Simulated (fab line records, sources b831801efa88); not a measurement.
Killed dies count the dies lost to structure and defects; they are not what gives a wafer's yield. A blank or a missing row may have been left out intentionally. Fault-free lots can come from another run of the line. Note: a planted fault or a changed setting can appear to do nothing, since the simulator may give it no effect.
The tool behind it: which one? | flow gf180mcu | 11 lots, 33 wafers sampled, at 6 steps of a route of 602

WHAT THE GAUGES READ, wafer by wafer
GF_SAB_OVL_MEAS_10.
lot  | measured     | on         | SAB_OVL (nm)
L492 | day 15 16:59 | overlay-01 | 0.4 0.9 -0.3
L493 | day 16 02:08 | overlay-01 | -1.5 -0.8 -1.1
L494 | day 16 15:53 | overlay-01 | -0.9 -1.2 -1.3
L497 | day 17 18:47 | overlay-01 | -0.8 1.0 -1.2
L498 | day 17 23:32 | overlay-01 | -0.6 -1.3 -0.6
L504 | day 20 04:01 | overlay-01 | 0.8 0.9 0.7
L506 | day 20 19:31 | overlay-02 | -1.0 -2.6 -0.9
L507 | day 21 07:10 | overlay-01 | -1.6 -0.5 -0.8
L508 | day 21 16:17 | overlay-01 | 0.8 0.4 1.0
L509 | day 21 21:43 | overlay-01 | -3.1 -2.1 -0.8
L512 | day 22 18:37 | overlay-01 | -1.4 -2.5 -1.9

GF_CONTACT_RS_MEAS_25: uses a four-point probe to measure.
lot  | measured     | on            | CONTACT_W_RS (ohm/sq)
L492 | day 16 17:43 | film_metro-01 | 0.376 0.380 0.383
L493 | day 17 02:53 | film_metro-03 | 0.383 0.387 0.380
L494 | day 17 16:35 | film_metro-03 | 0.379 0.374 0.381
L497 | day 18 20:45 | film_metro-04 | 0.542 0.544 0.547
L498 | day 19 01:13 | film_metro-04 | 0.544 0.542 0.550
L504 | day 21 06:58 | film_metro-01 | 0.381 0.380 0.378
L506 | day 21 20:48 | film_metro-01 | 0.378 0.380 0.383
L507 | day 22 09:07 | film_metro-03 | 0.385 0.382 0.388
L508 | day 22 17:52 | film_metro-03 | 0.387 0.382 0.385
L509 | day 22 23:02 | film_metro-03 | 0.378 0.379 0.381
L512 | day 23 19:41 | film_metro-03 | 0.384 0.377 0.382

GF_CONTACT_THK_MEAS_26: measures by xrf.
lot  | measured     | on            | CONTACT_W_THK (nm)
L492 | day 16 17:50 | film_metro-01 | 317 311 310
L493 | day 17 03:00 | film_metro-03 | 306 303 311
L494 | day 17 16:42 | film_metro-03 | 311 314 309
L497 | day 18 20:51 | film_metro-04 | 217 216 215
L498 | day 19 01:20 | film_metro-04 | 214 215 214
L504 | day 21 07:05 | film_metro-01 | 314 315 315
L506 | day 21 20:55 | film_metro-01 | 316 316 312
L507 | day 22 09:14 | film_metro-03 | 305 307 304
L508 | day 22 17:59 | film_metro-03 | 304 307 304
L509 | day 22 23:09 | film_metro-03 | 310 311 308
L512 | day 23 19:48 | film_metro-03 | 304 310 307

WHICH TOOL RAN EACH LOT (tool, then ch and the chambers of the sampled wafers, then the start)
lot  | GF_CONTACT_ETCH_17                            | GF_CONTACT_STRIP_18                  | GF_CONTACT_CVD_24
L492 | rie_diel-02 ch 0,1,3, day 16 17:10 or earlier | plasma_asher-03 ch 0,1, day 16 17:10 | cvd_w-01 ch 0,1, day 16 17:37
L493 | rie_diel-02 ch 0,1,3, day 17 02:22 or earlier | plasma_asher-03 ch 0,1, day 17 02:22 | cvd_w-02 ch 0,1, day 17 02:47
L494 | rie_diel-02 ch 2,3, day 17 16:04 or earlier   | plasma_asher-03 ch 0,1, day 17 16:04 | cvd_w-01 ch 0,1, day 17 16:28
L497 | rie_diel-02 ch 0,2,3, day 18 20:15 or earlier | plasma_asher-01 ch 0,1, day 18 20:15 | cvd_w-02 ch 0,1, day 18 20:39
L498 | rie_diel-01 ch 0,1,2, day 19 00:43 or earlier | plasma_asher-03 ch 0,1, day 19 00:43 | cvd_w-02 ch 0,1, day 19 01:07
L504 | rie_diel-02 ch 0,2,3, day 21 06:22 or earlier | plasma_asher-02 ch 0,1, day 21 06:22 | cvd_w-01 ch 0,1, day 21 06:52
L506 | rie_diel-01 ch 0,1, day 21 20:13 or earlier   | plasma_asher-01 ch 0,1, day 21 20:13 | cvd_w-01 ch 0,1, day 21 20:42
L507 | rie_diel-04 ch 0,1,3, day 22 08:31 or earlier | plasma_asher-03 ch 0,1, day 22 08:31 | cvd_w-02 ch 0,1, day 22 09:00
L508 | rie_diel-01 ch 0,1,2, day 22 17:16 or earlier | plasma_asher-01 ch 0,1, day 22 17:16 | cvd_w-02 ch 0,1, day 22 17:46
L509 | rie_diel-04 ch 0,1,3, day 22 22:31 or earlier | plasma_asher-03 ch 1, day 22 22:31   | cvd_w-01 ch 1, day 22 22:56
L512 | rie_diel-04 ch 1,2, day 23 19:10 or earlier   | plasma_asher-01 ch 0,1, day 23 19:10 | cvd_w-02 ch 0,1, day 23 19:34
- GF_CONTACT_ETCH_17: etches SiO2 in C4F8/O2/Ar, stops on CoSi2, target depth 860 nm.
- GF_CONTACT_STRIP_18: strips in O2/N2.
- GF_CONTACT_CVD_24: deposits W, target thk 300 nm, time 90.339 s.

WHAT THE TOOLS THEMSELVES READ (means of the sampled wafers that have a number; where no wafer has one, the mark that the record gives instead)
GF_CONTACT_ETCH_17.
lot  | tool        | oes_product_au (a.u.)
L492 | rie_diel-02 | 0.821
L493 | rie_diel-02 | 0.819
L494 | rie_diel-02 | 0.814
L497 | rie_diel-02 | 0.817
L498 | rie_diel-01 | 0.819
L504 | rie_diel-02 | 0.818
L506 | rie_diel-01 | 0.818
L507 | rie_diel-04 | 0.821
L508 | rie_diel-01 | 0.820
L509 | rie_diel-04 | 0.819
L512 | rie_diel-04 | 0.821

GF_CONTACT_STRIP_18.
lot  | tool            | drypump_motor_current_A (A) | heater_power_w (W) | oes_product_au (a.u.)
L492 | plasma_asher-03 | 5.3                         | 346                | 0.581
L493 | plasma_asher-03 | 5.4                         | 337                | 0.581
L494 | plasma_asher-03 | 5.1                         | 417                | 0.582
L497 | plasma_asher-01 | 5.6                         | 319                | 0.577
L498 | plasma_asher-03 | 5.1                         | 394                | 0.581
L504 | plasma_asher-02 | 5.5                         | 352                | 0.583
L506 | plasma_asher-01 | 5.7                         | 330                | 0.579
L507 | plasma_asher-03 | 5.4                         | 332                | 0.581
L508 | plasma_asher-01 | 5.6                         | 315                | 0.577
L509 | plasma_asher-03 | 4.9                         | 446                | 0.581
L512 | plasma_asher-01 | 5.6                         | 327                | 0.578

GF_CONTACT_CVD_24.
lot  | tool     | chamber_pressure_Torr (Torr) | heater_power_outer_w (W) | heater_power_w (W) | susceptor_temp_C (C)
L492 | cvd_w-01 | 40.01                        | 480                      | 762                | 400.19
L493 | cvd_w-02 | 39.95                        | 513                      | 847                | 399.95
L494 | cvd_w-01 | 40.07                        | 468                      | 801                | 400.18
L497 | cvd_w-02 | 40.06                        | 392                      | 675                | 382.25
L498 | cvd_w-02 | 39.96                        | 391                      | 686                | 382.05
L504 | cvd_w-01 | 40.05                        | 483                      | 776                | 400.03
L506 | cvd_w-01 | 40.03                        | 472                      | 782                | 400.12
L507 | cvd_w-02 | 40.06                        | 465                      | 788                | 400.05
L508 | cvd_w-02 | 40.04                        | 464                      | 797                | 400.12
L509 | cvd_w-01 | 39.99                        | 467                      | 839                | 399.47
L512 | cvd_w-02 | 40.01                        | 465                      | 787                | 400.03

THE ANSWER, worked out from the rows above alone
Rule: the usual values come from the lots themselves. The widest of any qualifying gaps counts: lots, ordered by their means at a reading, are off when they make up no more than a third of the lots, leave a main group of 4 or more, and stand apart from it by 3 or more times the standard deviation of that group's means. If all means in a main group match to the digits the tables above print for the reading, that group is not used. Also off: a lot with no number at a reading for which 4 or more lots have one. Where the step has rows for the other lots, those lots are counted as sound. First the gauges in route order, then the tools' own readings, where a lot's mean is used as printed above. The first step at which some lot is off is used, and at that step the reading that is off furthest; a lot without a number counts as furthest.
Off: L497, L498, seen at GF_CONTACT_RS_MEAS_25 (CONTACT_W_RS). The main group: mean 0.381 ohm/sq, standard deviation 0.0024.
If a tool, at a process step before that reading, ran all the lots that are off and no sound lot after the first of them, it fits. The gauges at GF_CONTACT_RS_MEAS_25 aren't tried: what is off there is off at GF_CONTACT_CVD_24 too, on other tools, and a gauge's error can't cause that. Because GF_CONTACT_ETCH_17 lacks a start for some lots, the hours and order of its lots are taken from GF_CONTACT_STRIP_18. No candidate that was tried fits.

WHAT THE SIMULATOR HAD INSERTED
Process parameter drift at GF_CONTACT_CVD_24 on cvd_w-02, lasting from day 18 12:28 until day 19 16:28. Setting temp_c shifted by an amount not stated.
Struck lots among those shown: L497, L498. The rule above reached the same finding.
